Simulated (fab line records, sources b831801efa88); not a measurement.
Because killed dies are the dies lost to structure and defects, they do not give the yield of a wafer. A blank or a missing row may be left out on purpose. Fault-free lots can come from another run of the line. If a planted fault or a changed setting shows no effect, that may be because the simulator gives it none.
fab line records	flow sfq-line
record lots=15	wafers=45	last-day=75
route steps=325 shown R5@214 M6@262 I6@267
lots untouched by any fault: they come from a run of this same line in which no faults occurred
start-h: hours from the record's first day to the start of the lot's first wafer shown	wait-h: time in hours since the lot's previous step	" same as the row above	L1.1+2: one row covering several wafers at once	- no value, or no start given	* or withheld: withheld	< > ~ a bound
route shown NAME@n: names a module that has steps shown in the file, with the first one's number in the route	usual: mean/standard deviation of fault-free wafers	same: alike in all rows	chamber/n: place in a boat	sites: readings site by site	_std_site: the standard deviation of these	_edge_site: the outer-site mean with the inner-site mean subtracted	radius-mm: for every site, how far away it sits from the centre of the wafer	mask NAME#n: copy n	behind: the last tool/chamber to shape the wafer	hold: cause of the lot's hold/its duration in hours/its outcome	device: the transistor (n, p or np) that didn't switch	end of line: tests run on the same wafers once the route is complete	where a step has no rows: the recipe by itself	killed: count of dies lost to structure and defects at first sort (not the wafer's yield)	map: a wafer's dies, x killed, . not, _ none there
set.NAME: the run value of the setting; set.NAME@STEP: its run value at that earlier step	model.NAME: the simulator's own value behind a step, which no gauge read
route steps across a sampled set of lots; one table per step, one row per wafer
services: the hour from which a tool's chamber was out of use, counted from the record's first day as start-h (under 0 if before that day), plus the number of hours and why
## steps
# step SFQ_TRILAYER_R5_DEP_SPUTTER_134
# recipe material=Ti	base-pressure-pa=1.33e-06	target-thk-nm=5	power-w=2000	time-s=5	chamber-pressure-pa=0.4
# usual cathode-dc-power-W=2000.0/0.38	throttle-valve-pct=30.9/0.86
# same time-s=5
lot.wafer	tool	chamber	start-h	wait-h	cathode-dc-power-W	throttle-valve-pct
L351.3	pvd-sputter-05	-	1016.95	0.0	2000.2	30.2
L351.4	"	-	"	"	2000.3	30.0
L351.5	"	-	"	"	2000.3	31.1
L352.4	pvd-sputter-06	-	1025.95	0.0	2000.0	31.6
L352.5	"	-	"	"	1999.9	31.2
L352.6	"	-	"	"	2000.3	31.2
L353.1	pvd-sputter-05	-	1050.18	0.0	2000.5	31.2
L353.2	"	-	"	"	2000.0	30.8
L353.3	"	-	"	"	2000.4	29.8
L354.1	pvd-sputter-04	-	1059.26	0.0	2000.1	29.9
L354.3	"	-	"	"	1999.6	29.8
L354.6	"	-	"	"	2000.5	29.8
L357.2	pvd-sputter-06	-	1083.26	0.0	1999.6	30.9
L357.3	"	-	"	"	2000.3	31.1
L357.5	"	-	"	"	1999.3	31.1
L358.3	pvd-sputter-05	-	1086.26	0.0	2000.3	30.0
L358.4	"	-	"	"	1999.5	31.2
L358.5	"	-	"	"	1999.8	29.9
L359.1	pvd-sputter-06	-	1092.26	0.0	2000.2	32.3
L359.2	"	-	"	"	2000.1	31.0
L359.3	"	-	"	"	2000.0	31.4
L360.1	pvd-sputter-06	-	1135.61	0.0	2000.2	32.6
L360.3	"	-	"	"	2000.0	31.0
L360.6	"	-	"	"	1999.5	31.1
L361.1	pvd-sputter-04	-	1165.61	0.0	2000.2	31.1
L361.5	"	-	"	"	1999.9	30.1
L361.6	"	-	"	"	1999.9	31.2
L362.1	pvd-sputter-06	-	1200.28	0.0	1999.9	32.1
L362.4	"	-	"	"	2000.5	31.1
L362.5	"	-	"	"	2000.1	31.2
L367.2	pvd-sputter-06	-	1259.56	0.0	1999.6	31.2
L367.5	"	-	"	"	2000.0	31.4
L367.6	"	-	"	"	1999.9	32.3
L368.1	pvd-sputter-06	-	1304.84	0.0	2000.2	31.2
L368.3	"	-	"	"	2000.1	31.0
L368.5	"	-	"	"	2000.0	32.5
L370.2	pvd-sputter-06	-	1342.36	0.0	2000.5	30.9
L370.3	"	-	"	"	1999.8	32.4
L370.4	"	-	"	"	1999.7	31.4
L371.1	pvd-sputter-04	-	1352.41	0.0	2000.1	29.9
L371.3	"	-	"	"	2000.5	29.8
L371.6	"	-	"	"	2000.5	29.9
L372.1	pvd-sputter-06	-	1372.98	0.0	1999.8	31.4
L372.3	"	-	"	"	2000.0	32.2
L372.6	"	-	"	"	2000.7	31.3
# step SFQ_R5_THK_MEAS_934
# recipe thk-meas-gauge=xrf	reads=MoNx_of_TRILAYER_R5_DEP_SPUTTER_133
# usual R5_MONX_THK=39.9/0.5
lot.wafer	tool	chamber	start-h	wait-h	R5_MONX_THK[nm]
L351.3	film-metro-03	-	1017.11	0.1	39.8
L351.4	"	-	"	"	40.8
L351.5	"	-	"	"	39.9
L352.4	film-metro-02	-	1026.12	0.1	39.7
L352.5	"	-	"	"	39.7
L352.6	"	-	"	"	39.6
L353.1	film-metro-01	-	1050.31	0.1	39.7
L353.2	"	-	"	"	40.4
L353.3	"	-	"	"	40.1
L354.1	film-metro-02	-	1059.40	0.1	40.1
L354.3	"	-	"	"	39.7
L354.6	"	-	"	"	39.6
L357.2	film-metro-03	-	1083.41	0.1	40.3
L357.3	"	-	"	"	39.6
L357.5	"	-	"	"	40.2
L358.3	film-metro-01	-	1086.42	0.1	40.5
L358.4	"	-	"	"	39.8
L358.5	"	-	"	"	40.1
L359.1	film-metro-02	-	1092.40	0.1	39.0
L359.2	"	-	"	"	39.1
L359.3	"	-	"	"	39.0
L360.1	film-metro-02	-	1135.75	0.1	39.0
L360.3	"	-	"	"	39.8
L360.6	"	-	"	"	39.5
L361.1	film-metro-03	-	1165.75	0.1	39.6
L361.5	"	-	"	"	39.9
L361.6	"	-	"	"	40.0
L362.1	film-metro-03	-	1200.42	0.1	39.2
L362.4	"	-	"	"	39.3
L362.5	"	-	"	"	39.0
L367.2	film-metro-02	-	1259.71	0.1	40.9
L367.5	"	-	"	"	41.1
L367.6	"	-	"	"	41.1
L368.1	film-metro-02	-	1304.98	0.1	39.5
L368.3	"	-	"	"	40.1
L368.5	"	-	"	"	39.7
L370.2	film-metro-02	-	1342.51	0.1	39.5
L370.3	"	-	"	"	39.7
L370.4	"	-	"	"	39.3
L371.1	film-metro-02	-	1352.55	0.1	40.1
L371.3	"	-	"	"	40.5
L371.6	"	-	"	"	39.8
L372.1	film-metro-01	-	1373.12	0.1	40.0
L372.3	"	-	"	"	39.8
L372.6	"	-	"	"	39.9
# step SFQ_TRILAYER_M6_BARC_OPEN_METAL_ETCH_206
# recipe mask-material=PR	chemistry=O2	target-depth-nm=125	target=BARC	icp-w=600	bias-w=80	pressure-mtorr=10	time-s=41.7
# usual bias-w=80.02/0.25	chamber-pressure-mTorr=9.999/0.0087	drypump-motor-current-A=5.85/0.19	oes-product-au=0.685/0.0048	time-s=41.7/0
lot.wafer	tool	chamber	start-h	wait-h	bias-w	chamber-pressure-mTorr	drypump-motor-current-A	oes-product-au	rf-hours-counter-h	time-s
L351.3	rie-metal-02	1	1254.70	0.0	79.91	9.981	6.23	0.693	-	41.7
L351.4	"	0	"	"	79.96	10.010	5.61	0.679	-	41.7
L351.5	"	0	"	"	79.91	10.007	5.60	0.681	-	41.7
L352.4	rie-metal-02	0	1270.35	0.1	79.82	9.991	5.62	0.690	-	41.7
L352.5	"	0	"	"	79.84	9.992	5.62	0.685	-	41.7
L352.6	"	0	"	"	80.20	9.994	5.63	0.693	-	41.7
L353.1	rie-metal-03	0	1275.45	0.0	80.13	10.000	5.86	0.688	84	41.7
L353.2	"	1	"	"	79.98	10.008	5.98	0.683	124	41.7
L353.3	"	0	"	"	80.70	10.005	5.85	0.687	-	41.7
L354.1	rie-metal-03	0	1305.42	0.0	80.32	10.015	5.90	0.688	88	41.7
L354.3	"	1	"	"	79.97	10.006	5.98	0.688	-	41.7
L354.6	"	0	"	"	79.82	9.974	5.87	0.681	-	41.7
L357.2	rie-metal-03	0	1323.92	0.0	80.08	9.990	5.86	0.678	90	41.7
L357.3	"	1	"	"	79.85	9.989	5.96	0.682	-	41.7
L357.5	"	0	"	"	80.35	10.011	5.83	0.687	-	41.7
L358.3	rie-metal-01	0	1331.11	0.0	80.11	10.002	5.77	0.689	-	41.7
L358.4	"	1	"	"	80.54	10.006	5.85	0.687	-	41.7
L358.5	"	1	"	"	80.50	10.008	5.85	0.690	-	41.7
L359.1	rie-metal-02	0	1333.49	0.0	79.89	10.006	5.60	0.695	30	41.7
L359.2	"	1	"	"	79.99	9.987	6.25	0.688	5	41.7
L359.3	"	0	"	"	79.40	10.004	5.61	0.679	-	41.7
L360.1	rie-metal-03	0	1338.62	0.0	-	-	-	-	-	-
L360.3	"	1	"	"	-	-	-	-	-	-
L360.6	"	0	"	"	-	-	-	-	-	-
L361.1	rie-metal-01	1	1427.64	0.0	-	-	-	-	-	-
L361.5	"	0	"	"	-	-	-	-	-	-
L361.6	"	1	"	"	-	-	-	-	-	-
L362.1	rie-metal-01	0	1430.04	0.0	-	-	-	-	-	-
L362.4	"	1	"	"	-	-	-	-	-	-
L362.5	"	0	"	"	-	-	-	-	-	-
L367.2	rie-metal-01	0	1436.04	0.0	79.42	10.011	5.77	0.682	87	41.7
L367.5	"	0	"	"	79.84	10.005	5.76	0.689	-	41.7
L367.6	"	1	"	"	80.11	10.010	5.88	0.684	-	41.7
L368.1	rie-metal-03	1	1444.54	0.0	80.18	9.999	5.95	0.690	145	41.7
L368.3	"	1	"	"	80.23	10.001	5.96	0.685	-	41.7
L368.5	"	1	"	"	80.21	9.991	5.95	0.686	-	41.7
L370.2	rie-metal-01	1	1483.53	0.0	79.77	9.998	5.86	0.676	52	41.7
L370.3	"	0	"	"	80.40	10.001	5.75	0.689	-	41.7
L370.4	"	1	"	"	79.98	9.998	5.84	0.679	-	41.7
L371.1	rie-metal-01	1	1490.06	0.0	80.36	10.000	5.86	0.689	53	41.7
L371.3	"	0	"	"	80.12	10.008	5.75	0.690	-	41.7
L371.6	"	0	"	"	79.95	10.000	5.75	0.684	-	41.7
L372.1	rie-metal-03	0	1504.16	0.0	79.59	10.022	5.87	0.687	115	41.7
L372.3	"	0	"	"	79.57	10.010	5.80	0.678	-	41.7
L372.6	"	0	"	"	79.47	9.999	5.88	0.672	-	41.7
# step SFQ_TRILAYER_M6_ETCH_METAL_ETCH_162
# recipe target=Nb	stop-on=SiO2	mask-material=PR	chemistry=Cl2/Ar	target-depth-nm=240	icp-w=600	bias-w=80	pressure-mtorr=10	time-s=120
# usual bias-w=79.98/0.24	chamber-pressure-mTorr=9.999/0.0098	drypump-motor-current-A=5.85/0.19	oes-product-au=0.892/0.0075
# same time-s=120
lot.wafer	tool	chamber	start-h	wait-h	bias-w	chamber-pressure-mTorr	drypump-motor-current-A	oes-product-au	rf-hours-counter-h
L351.3	rie-metal-02	1	1254.81	0.1	80.04	9.998	6.25	0.894	-
L351.4	"	0	"	"	80.05	10.009	5.60	0.897	-
L351.5	"	0	"	"	80.01	10.012	5.63	0.898	-
L352.4	rie-metal-02	0	1270.54	0.2	79.82	10.008	5.61	0.877	-
L352.5	"	0	"	"	80.05	10.006	5.61	0.891	-
L352.6	"	0	"	"	79.89	9.995	5.62	0.883	-
L353.1	rie-metal-03	0	1275.51	0.0	79.88	9.991	5.85	0.891	84
L353.2	"	1	"	"	79.77	10.009	5.94	0.901	124
L353.3	"	0	"	"	79.72	10.007	5.83	0.894	-
L354.1	rie-metal-03	0	1305.48	0.0	80.18	10.001	5.88	0.891	88
L354.3	"	1	"	"	79.94	10.006	5.95	0.903	-
L354.6	"	0	"	"	80.24	10.013	5.94	0.895	-
L357.2	rie-metal-03	0	1323.98	0.0	79.93	9.986	5.84	0.904	90
L357.3	"	1	"	"	80.32	9.983	5.96	0.902	-
L357.5	"	0	"	"	79.72	9.989	5.79	0.903	-
L358.3	rie-metal-01	0	1331.19	0.1	79.89	9.999	5.79	0.890	-
L358.4	"	1	"	"	79.78	10.015	5.83	0.887	-
L358.5	"	1	"	"	79.34	9.985	5.83	0.873	-
L359.1	rie-metal-02	0	1333.55	0.0	79.93	9.994	5.63	0.899	30
L359.2	"	1	"	"	80.53	9.982	6.25	0.893	5
L359.3	"	0	"	"	79.88	9.997	5.62	0.897	-
L360.1	rie-metal-03	0	1338.68	0.0	79.77	9.995	5.87	0.375	93
L360.3	"	1	"	"	80.19	9.995	5.94	0.381	-
L360.6	"	0	"	"	79.92	9.998	5.88	0.371	-
L361.1	rie-metal-01	1	1427.70	0.0	80.36	10.009	5.87	0.376	43
L361.5	"	0	"	"	80.05	10.009	5.75	0.381	-
L361.6	"	1	"	"	80.16	10.006	5.85	0.374	-
L362.1	rie-metal-01	0	1430.10	0.0	79.88	10.007	5.78	0.375	86
L362.4	"	1	"	"	79.73	9.993	5.85	0.380	-
L362.5	"	0	"	"	80.02	9.978	5.76	0.377	-
L367.2	rie-metal-01	0	1436.10	0.0	79.73	9.990	5.76	0.886	87
L367.5	"	0	"	"	79.79	9.999	5.75	0.885	-
L367.6	"	1	"	"	80.01	9.985	5.87	0.882	-
L368.1	rie-metal-03	1	1444.60	0.0	79.88	10.009	5.96	0.881	145
L368.3	"	1	"	"	79.85	9.994	5.96	0.884	-
L368.5	"	1	"	"	79.60	9.995	5.96	0.889	-
L370.2	rie-metal-01	1	1483.59	0.0	79.54	10.015	5.86	0.884	52
L370.3	"	0	"	"	80.32	10.002	5.77	0.891	-
L370.4	"	1	"	"	80.31	9.995	5.88	0.902	-
L371.1	rie-metal-01	1	1490.12	0.0	79.97	9.998	5.85	0.900	53
L371.3	"	0	"	"	79.54	10.007	5.77	0.899	-
L371.6	"	0	"	"	79.80	9.999	5.77	0.906	-
L372.1	rie-metal-03	0	1504.28	0.1	80.19	9.986	5.85	0.892	115
L372.3	"	0	"	"	80.18	9.990	5.81	0.909	-
L372.6	"	0	"	"	79.67	10.006	5.84	0.905	-
# step SFQ_TRILAYER_I6_CMP_CMP_166
# recipe material=SiO2	down-force-psi=3	platen-rpm=60	pad-velocity-m-s=0.94248
# usual motor-current-A=10.5/0.89	slurry-filter-dp-kPa=13.50/0.15	time-to-endpoint-s=219/7.8
lot.wafer	tool	chamber	start-h	wait-h	motor-current-A	slurry-filter-dp-kPa	time-to-endpoint-s
L351.3	cmp-01	1	1257.52	1.6	10.3	13.64	213
L351.4	"	3	1258.52	2.5	11.8	13.42	227
L351.5	"	1	1259.52	3.5	10.1	13.30	217
L352.4	cmp-01	1	1272.12	0.0	10.1	13.80	226
L352.5	"	1	1274.12	2.0	10.1	13.51	227
L352.6	"	2	"	"	9.2	13.92	230
L353.1	cmp-01	2	1276.49	0.0	9.7	13.55	225
L353.3	"	3	"	"	12.0	13.85	236
L353.2	"	1	1277.99	1.5	9.8	13.55	221
L354.3	cmp-02	1	1306.46	0.0	10.4	13.45	219
L354.1	"	0	1308.08	1.7	11.5	13.46	211
L354.6	"	1	"	"	9.9	13.59	217
L357.2	cmp-02	3	1325.45	0.5	9.5	13.41	207
L357.3	"	0	"	"	11.7	13.35	213
L357.5	"	2	1326.95	2.0	11.2	13.65	222
L358.3	cmp-02	3	1332.13	0.0	9.2	13.59	214
L358.4	"	0	"	"	11.0	13.45	219
L358.5	"	0	1334.63	2.5	11.1	13.53	225
L359.2	cmp-01	1	1334.53	0.0	10.1	13.44	218
L359.1	"	3	1335.53	1.0	12.1	13.43	222
L359.3	"	0	"	"	10.7	13.52	217
L360.1	cmp-02	1	1339.65	0.0	10.0	13.49	211
L360.3	"	2	"	"	10.7	13.26	210
L360.6	"	2	1342.15	2.5	10.6	13.46	207
L361.1	cmp-01	3	1429.68	1.0	12.6	13.69	214
L361.6	"	1	1430.68	2.0	9.9	13.53	208
L361.5	"	2	"	"	9.2	13.42	219
L362.1	cmp-02	0	1435.59	4.5	10.6	13.64	217
L362.4	"	1	"	"	10.1	13.50	213
L362.5	"	3	1437.09	6.0	9.6	13.45	219
L367.2	cmp-01	1	1445.18	8.1	9.8	13.64	201
L367.6	"	0	1446.68	9.6	11.6	13.42	211
L367.5	"	1	"	"	10.5	13.41	211
L368.1	cmp-02	3	1453.09	7.5	9.2	13.52	216
L368.3	"	0	"	"	11.6	13.88	225
L368.5	"	0	1455.59	10.0	11.2	13.51	229
L370.4	cmp-01	0	1484.57	0.0	10.9	13.32	218
L370.3	"	1	"	"	10.0	13.43	209
L370.2	"	3	1486.07	1.5	12.2	13.72	221
L371.1	cmp-02	3	1492.90	1.8	10.0	13.23	207
L371.3	"	0	"	"	11.0	13.29	219
L371.6	"	1	"	"	10.5	13.53	220
L372.1	cmp-02	2	1507.81	1.9	11.2	13.40	213
L372.3	"	3	"	"	9.4	13.38	214
L372.6	"	2	1509.81	3.8	10.4	13.44	211
# step SFQ_TRILAYER_I6_VIA_LITHO_EXPOSE_170
# recipe mask-id=I6	na=0.6	source-shape=conventional	sigma-outer=0.65	target-cd-nm=700	dose-mj=21.3
# usual exposure-dose-mJ-cm2=21.298/0.02	focus-offset-nm=0.0/0.48
lot.wafer	tool	chamber	start-h	wait-h	mask	exposure-dose-mJ-cm2	focus-offset-nm
L351.3	krf-scanner-01	0	1390.08	-	I6#0	21.291	0.1
L351.4	"	0	"	"	I6#0	21.280	0.9
L351.5	"	0	"	"	I6#0	21.289	0.3
L352.4	krf-scanner-01	0	1402.28	-	I6#0	21.273	-0.2
L352.5	"	0	"	"	I6#0	21.314	-0.3
L352.6	"	0	"	"	I6#0	21.293	-0.9
L353.1	krf-scanner-01	0	1406.03	-	I6#0	21.314	0.1
L353.2	"	0	"	"	I6#0	21.320	-0.2
L353.3	"	0	"	"	I6#0	21.326	-0.3
L354.1	krf-scanner-01	0	1432.43	-	I6#0	21.338	-0.6
L354.3	"	0	"	"	I6#0	21.326	0.1
L354.6	"	0	"	"	I6#0	21.329	0.3
L357.2	krf-scanner-02	0	1449.21	-	I6#0	21.284	0.0
L357.3	"	0	"	"	I6#0	21.288	-0.6
L357.5	"	0	"	"	I6#0	21.305	0.0
L358.3	krf-scanner-01	0	1456.73	-	I6#0	21.267	-0.3
L358.4	"	0	"	"	I6#0	21.344	-0.1
L358.5	"	0	"	"	I6#0	21.319	0.3
L359.1	krf-scanner-01	0	1458.73	-	I6#0	21.273	0.3
L359.2	"	0	"	"	I6#0	21.278	0.4
L359.3	"	0	"	"	I6#0	21.277	0.3
L360.1	krf-scanner-01	-	1463.53	-	I6#0	-	-
L360.3	"	-	"	"	I6#0	-	-
L360.6	"	-	"	"	I6#0	-	-
L361.1	krf-scanner-02	-	1465.55	-	I6#0	-	-
L361.5	"	-	"	"	I6#0	-	-
L361.6	"	-	"	"	I6#0	-	-
L362.1	krf-scanner-02	-	1466.75	-	I6#0	-	-
L362.4	"	-	"	"	I6#0	-	-
L362.5	"	-	"	"	I6#0	-	-
L367.2	krf-scanner-02	0	1472.95	-	I6#0	21.297	0.6
L367.5	"	0	"	"	I6#0	21.325	0.0
L367.6	"	0	"	"	I6#0	21.290	0.3
L368.1	krf-scanner-02	0	1473.95	-	I6#0	21.302	-0.1
L368.3	"	0	"	"	I6#0	21.300	-0.1
L368.5	"	0	"	"	I6#0	21.303	0.0
L370.2	krf-scanner-01	0	1600.37	-	I6#0	21.311	0.7
L370.3	"	0	"	"	I6#0	21.291	0.5
L370.4	"	0	"	"	I6#0	21.299	0.4
L371.1	krf-scanner-01	0	1606.17	-	I6#0	21.291	0.4
L371.3	"	0	"	"	I6#0	21.315	0.4
L371.6	"	0	"	"	I6#0	21.292	-0.3
L372.1	krf-scanner-01	0	1619.37	-	I6#0	21.294	-0.3
L372.3	"	0	"	"	I6#0	21.318	-0.4
L372.6	"	0	"	"	I6#0	21.299	-0.4
## services
tool	chamber	start-h	hours	kind
krf-scanner-01	-	1021.20	1.0	pm
rie-metal-01	1	1050.14	17.0	repair
krf-scanner-01	-	1068.59	3.1	repair
krf-scanner-01	-	1085.84	0.1	repair
krf-scanner-01	-	1110.72	0.7	repair
krf-scanner-01	-	1136.65	1.3	pm
krf-scanner-01	-	1166.67	0.2	repair
rie-metal-03	-	1169.47	1.4	pm
krf-scanner-01	-	1185.69	0.4	repair
krf-scanner-01	-	1189.79	1.0	pm
krf-scanner-01	-	1206.39	0.8	pm
krf-scanner-01	-	1243.46	4.0	pm
krf-scanner-01	-	1270.04	2.8	repair
krf-scanner-01	-	1312.31	1.3	pm
krf-scanner-01	-	1388.68	1.0	pm
krf-scanner-01	-	1404.08	0.8	pm
krf-scanner-01	-	1443.23	3.6	pm
krf-scanner-01	-	1488.73	1.3	pm
krf-scanner-01	-	1513.78	3.1	repair
krf-scanner-01	-	1527.73	1.0	pm
rie-metal-01	1	1531.44	5.1	repair
krf-scanner-01	-	1544.74	0.8	pm
rie-metal-03	-	1583.34	2.8	pm
rie-metal-03	0	1587.92	15.9	repair
## key
first-sign step=SFQ_TRILAYER_M6_BARC_OPEN_METAL_ETCH_206	reading=tool-record	direction=missing
effect step=SFQ_TRILAYER_M6_ETCH_METAL_ETCH_162	reading=oes-product-au	direction=down	sigmas=68	usual=0.892	struck=0.377
effect step=SFQ_TRILAYER_I6_VIA_LITHO_EXPOSE_170	reading=tool-record	direction=missing
met-at SFQ_TRILAYER_M6_BARC_OPEN_METAL_ETCH_206
struck-lots L360,L361,L362
not-acting-at SFQ_TRILAYER_R5_DEP_SPUTTER_134,SFQ_R5_THK_MEAS_934,SFQ_TRILAYER_I6_CMP_CMP_166
onset-between 1331.11 1338.62
fault kind=skipped-step-whole	tool=rie-metal-01,rie-metal-03	chamber=-	onset-h=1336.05	steps=SFQ_TRILAYER_M6_BARC_OPEN_METAL_ETCH_206	scope=struck-lots-only
